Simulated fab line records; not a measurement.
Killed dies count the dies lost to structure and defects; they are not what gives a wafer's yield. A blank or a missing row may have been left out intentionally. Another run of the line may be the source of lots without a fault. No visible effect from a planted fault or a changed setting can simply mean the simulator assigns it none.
Check of tool commonality || flow gf180mcu || 14 lots, 42 wafers sampled

WHY THIS WAS OPENED
2 of 14 lots carry a flag on the reading HV_LDD_CVD_54_THK at GF_HV_LDD_THK_MEAS_55. Wafers without a fault read 10.00 nm, standard deviation 0.12.
Rule: flag the lot when none of its wafers has a number, or when each of its wafers that has one lies beyond 4 standard deviations from that mean. The rest of the lots are taken to be sound.

{"lot": "L922", "measured": "day 12 12:26", "on": "filmMetro-01", "HV_LDD_CVD_54_THK (nm), wafer by wafer": "9.98 9.92 10.02", "flag": ""}
{"lot": "L923", "measured": "day 13 09:31", "on": "filmMetro-01", "HV_LDD_CVD_54_THK (nm), wafer by wafer": "9.98 10.06 10.02", "flag": ""}
{"lot": "L924", "measured": "day 13 12:33", "on": "filmMetro-01", "HV_LDD_CVD_54_THK (nm), wafer by wafer": "10.07 10.14 10.08", "flag": ""}
{"lot": "L925", "measured": "day 13 17:25", "on": "filmMetro-03", "HV_LDD_CVD_54_THK (nm), wafer by wafer": "10.06 10.17 10.07", "flag": ""}
{"lot": "L926", "measured": "day 14 03:22", "on": "filmMetro-01", "HV_LDD_CVD_54_THK (nm), wafer by wafer": "6.18 6.29 6.34", "flag": "FLAGGED"}
{"lot": "L927", "measured": "day 14 06:47", "on": "filmMetro-03", "HV_LDD_CVD_54_THK (nm), wafer by wafer": "6.23 6.22 6.03", "flag": "FLAGGED"}
{"lot": "L935", "measured": "day 16 13:35", "on": "filmMetro-03", "HV_LDD_CVD_54_THK (nm), wafer by wafer": "10.09 10.00 10.07", "flag": ""}
{"lot": "L937", "measured": "day 17 05:50", "on": "filmMetro-04", "HV_LDD_CVD_54_THK (nm), wafer by wafer": "9.91 9.89 9.99", "flag": ""}
{"lot": "L938", "measured": "day 17 14:43", "on": "filmMetro-03", "HV_LDD_CVD_54_THK (nm), wafer by wafer": "9.87 9.87 9.83", "flag": ""}
{"lot": "L939", "measured": "day 17 21:26", "on": "filmMetro-01", "HV_LDD_CVD_54_THK (nm), wafer by wafer": "9.86 9.99 9.92", "flag": ""}
{"lot": "L940", "measured": "day 18 11:13", "on": "filmMetro-01", "HV_LDD_CVD_54_THK (nm), wafer by wafer": "9.88 9.92 9.77", "flag": ""}
{"lot": "L942", "measured": "day 19 05:28", "on": "filmMetro-03", "HV_LDD_CVD_54_THK (nm), wafer by wafer": "9.74 9.78 9.72", "flag": ""}
{"lot": "L944", "measured": "day 19 17:47", "on": "filmMetro-01", "HV_LDD_CVD_54_THK (nm), wafer by wafer": "9.93 10.01 10.06", "flag": ""}
{"lot": "L945", "measured": "day 20 01:31", "on": "filmMetro-03", "HV_LDD_CVD_54_THK (nm), wafer by wafer": "10.11 10.05 10.01", "flag": ""}
Average over the flagged lots: 6.21 nm; offset from the usual -3.79 nm, equal to -32 standard deviations.

EACH LOT AND THE TOOL IT RAN ON
The record holds 1 process step before the reading, out of a route of 602 steps. Read each cell as the tool, then ch plus the chambers that the sampled wafers visited, then the start.
{"lot": "L922", "flag": "", "GF_HV_LDD_CVD_54": "lpcvd-02 ch 1, day 12 11:25"}
{"lot": "L923", "flag": "", "GF_HV_LDD_CVD_54": "lpcvd-02 ch 1, day 13 08:30"}
{"lot": "L924", "flag": "", "GF_HV_LDD_CVD_54": "lpcvd-02 ch 1, day 13 11:01"}
{"lot": "L925", "flag": "", "GF_HV_LDD_CVD_54": "lpcvd-01 ch 0, day 13 16:23"}
{"lot": "L926", "flag": "FLAGGED", "GF_HV_LDD_CVD_54": "lpcvd-02 ch 0, day 14 02:21"}
{"lot": "L927", "flag": "FLAGGED", "GF_HV_LDD_CVD_54": "lpcvd-02 ch 1, day 14 05:46"}
{"lot": "L935", "flag": "", "GF_HV_LDD_CVD_54": "lpcvd-01 ch 0, day 16 12:34"}
{"lot": "L937", "flag": "", "GF_HV_LDD_CVD_54": "lpcvd-02 ch 1, day 17 04:48"}
{"lot": "L938", "flag": "", "GF_HV_LDD_CVD_54": "lpcvd-02 ch 1, day 17 13:41"}
{"lot": "L939", "flag": "", "GF_HV_LDD_CVD_54": "lpcvd-01 ch 0, day 17 19:55"}
{"lot": "L940", "flag": "", "GF_HV_LDD_CVD_54": "lpcvd-01 ch 1, day 18 09:41"}
{"lot": "L942", "flag": "", "GF_HV_LDD_CVD_54": "lpcvd-01 ch 1, day 19 04:26"}
{"lot": "L944", "flag": "", "GF_HV_LDD_CVD_54": "lpcvd-02 ch 0, day 19 16:46"}
{"lot": "L945", "flag": "", "GF_HV_LDD_CVD_54": "lpcvd-01 ch 1, day 20 00:30"}
What the steps here do:
- GF_HV_LDD_CVD_54: deposits SiO2 from TEOS, target thk 10 nm, time 75 s.
- GF_HV_LDD_THK_MEAS_55

FLAGGED OVER TOTAL, TOOL BY TOOL (the gauges that took the reading come last)
{"step": "GF_HV_LDD_CVD_54", "tool": "lpcvd-01", "lots run": 6, "flagged": 0, "share of the flagged lots": "none", "sound lots run after its first flagged lot": "-"}
{"step": "GF_HV_LDD_CVD_54", "tool": "lpcvd-02", "lots run": 8, "flagged": 2, "share of the flagged lots": "all", "sound lots run after its first flagged lot": "3 (L937,L938,L944)"}
{"step": "GF_HV_LDD_THK_MEAS_55", "tool": "filmMetro-01", "lots run": 7, "flagged": 1, "share of the flagged lots": "some", "sound lots run after its first flagged lot": "3 (L939,L940,L944)"}
{"step": "GF_HV_LDD_THK_MEAS_55", "tool": "filmMetro-03", "lots run": 6, "flagged": 1, "share of the flagged lots": "some", "sound lots run after its first flagged lot": "4 (L935,L938,L942,L945)"}
{"step": "GF_HV_LDD_THK_MEAS_55", "tool": "filmMetro-04", "lots run": 1, "flagged": 0, "share of the flagged lots": "none", "sound lots run after its first flagged lot": "-"}

THE TABLE: WHAT IT ALLOWS
In the table, 1 row covers all flagged lots: lpcvd-02 at GF_HV_LDD_CVD_54.
- lpcvd-02 at GF_HV_LDD_CVD_54: 2 of its 8 lots flagged. Sound lots followed the first flagged one (L937, L938, L944) on it, something a lasting fault affecting the whole tool could not allow.
Every row of the table either missed a flagged lot or ran a sound lot after the first.

WHAT THE SIMULATOR HAD PUT IN
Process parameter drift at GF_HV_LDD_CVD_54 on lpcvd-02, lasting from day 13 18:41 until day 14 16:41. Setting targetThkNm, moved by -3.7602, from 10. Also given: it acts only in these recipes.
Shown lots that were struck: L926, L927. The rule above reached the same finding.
